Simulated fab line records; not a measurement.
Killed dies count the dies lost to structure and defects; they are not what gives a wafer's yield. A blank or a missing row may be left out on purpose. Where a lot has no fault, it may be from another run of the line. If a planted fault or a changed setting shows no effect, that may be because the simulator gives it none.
Split-lot experiment -- flow sfq_line -- 23 wafers read from 5 lots, route of 325 steps

== ABOUT THE SPLIT ==
At SFQ_TRILAYER_I0_VIA_LITHO_COAT_031 (resist thk 650 nm), the setting resist_thk_nm was moved away from the recipe's 650 nm on 4 of the 23 wafers read, by +1.5% to +2.8%. The other wafers ran this setting at the recipe's value.

== FROM THE SPLIT TO THE READING: what the file shows between them, 2 steps ==
- SFQ_TRILAYER_I0_VIA_LITHO_PEB_034: peb time 60 s (also split here: peb_time_s)
- SFQ_TRILAYER_I0_VIA_LITHO_DEVELOP_033: time 60 s

== THE READING ==
KrF_of_TRILAYER_I0_VIA_LITHO_COAT_031.thk_nm (the simulator's own value, which no gauge read), in nm, at SFQ_TRILAYER_I0_VIA_BARC_OPEN_VIA_ETCH_046 (etches BARC in O2, target depth 125 nm, time 41.7 s). The file gives no usual value for it. Here, 19 wafers ran the recipe; their average is 574.9 nm with a standard deviation of 1.6 nm.

wafer,"tool, chamber at the split","resist_thk_nm as run, nm",against the recipe,"KrF_of_TRILAYER_I0_VIA_LITHO_COAT_031.thk_nm, nm",against lot-mates on the recipe
L079.1,"litho_track-01, 0",650,recipe,574,-
L079.2,"litho_track-01, 0",650,recipe,575.7,-
L079.5,"litho_track-01, 0",650,recipe,576.8,-
L080.1,"litho_track-04, 0",660,+1.5%,586.1,+10.2
L080.2,"litho_track-04, 0",650,recipe,575.1,-
L080.3,"litho_track-04, 0",650,recipe,577.5,-
L080.5,"litho_track-04, 0",660,+1.5%,587.1,+11.2
L080.6,"litho_track-04, 0",650,recipe,575.1,-
L081.1,"litho_track-01, 0",650,recipe,576,-
L081.2,"litho_track-01, 0",650,recipe,576.9,-
L081.3,"litho_track-01, 0",650,recipe,576.7,-
L081.4,"litho_track-01, 0",650,recipe,575.7,-
L081.5,"litho_track-01, 0",650,recipe,576.5,-
L083.2,"litho_track-01, 0",650,recipe,572.1,-
L083.3,"litho_track-01, 0",668.3,+2.8%,593.7,+20.1
L083.4,"litho_track-01, 0",668.3,+2.8%,593.6,+20.0
L083.5,"litho_track-01, 0",650,recipe,573.6,-
L083.6,"litho_track-01, 0",650,recipe,575.2,-
L084.1,"litho_track-01, 0",650,recipe,573.5,-
L084.2,"litho_track-01, 0",650,recipe,573,-
L084.3,"litho_track-01, 0",650,recipe,573,-
L084.4,"litho_track-01, 0",650,recipe,573.1,-
L084.6,"litho_track-01, 0",650,recipe,573.8,-

THE FIT
A straight line over all 23 wafers: KrF_of_TRILAYER_I0_VIA_LITHO_COAT_031.thk_nm changes by +6.85 nm for each +1% of resist_thk_nm; r = +0.97; the points scatter about the line by 1.6 nm.
The same after taking each lot's own level away (the mean of its wafers on the recipe; 23 wafers): +7.08 nm for each +1%; r = +0.99; scatter 0.84 nm.
On that fit, the largest move of resist_thk_nm shifts the reading by 20 nm.
From 573.28 to 576.36 nm: that is the span of the lots' own levels, equal to 2.0 times the standard deviation above.
So the lot-to-lot level changes the slope little: the two slopes agree.
Check: +19.8 nm against its lot-mates is what the line predicts for one of the wafers moved furthest among these (+2.8%) when that wafer is left out of the fit. Against them it came out at +20.1 nm.

== OTHER SPLITS ON THESE WAFERS ==
These wafers also went through other splits before the reading. Each is held against what the fit with the lots' levels taken away leaves over:
other split on the same wafers,wafers away from the commonest value,r with KrF_of_TRILAYER_I0_VIA_LITHO_COAT_031.thk_nm (lot level and that fit taken away)
SFQ_TRILAYER_L0_LITHO_COAT_010 resist_thk_nm,5,+0.05
SFQ_TRILAYER_L0_LITHO_PEB_008 peb_temp_c,5,-0.07
SFQ_TRILAYER_L0_VIA_LITHO_COAT_013 resist_thk_nm,11,-0.09
SFQ_TRILAYER_M0_LITHO_COAT_026 spin_rpm,11,+0.03
SFQ_TRILAYER_I0_DEP_PECVD_027 time_s,10,-0.13
SFQ_TRILAYER_I0_VIA_LITHO_PEB_034 peb_time_s,8,+0.14

== THE WHOLE CHAIN: every reading that the file lists as answering this split, in the file's order ==
step,what it does,reading,change (the file's fit),r (the file's)
SFQ_TRILAYER_I0_VIA_LITHO_COAT_031,resist thk 650 nm,"KrF_of_TRILAYER_I0_VIA_LITHO_COAT_031.thk_nm (the simulator's own value, which no gauge read)",+6.97 nm for each +1% of the setting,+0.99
SFQ_TRILAYER_I0_VIA_BARC_OPEN_VIA_ETCH_046,"etches BARC in O2, target depth 125 nm, time 41.7 s","KrF_of_TRILAYER_I0_VIA_LITHO_COAT_031.thk_nm (the simulator's own value, which no gauge read)",+7.07 nm for each +1% of the setting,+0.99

== FILE'S OWN FIT ==
KrF_of_TRILAYER_I0_VIA_LITHO_COAT_031.thk_nm changes by +7.07 nm for each +1% of resist_thk_nm, r = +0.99.
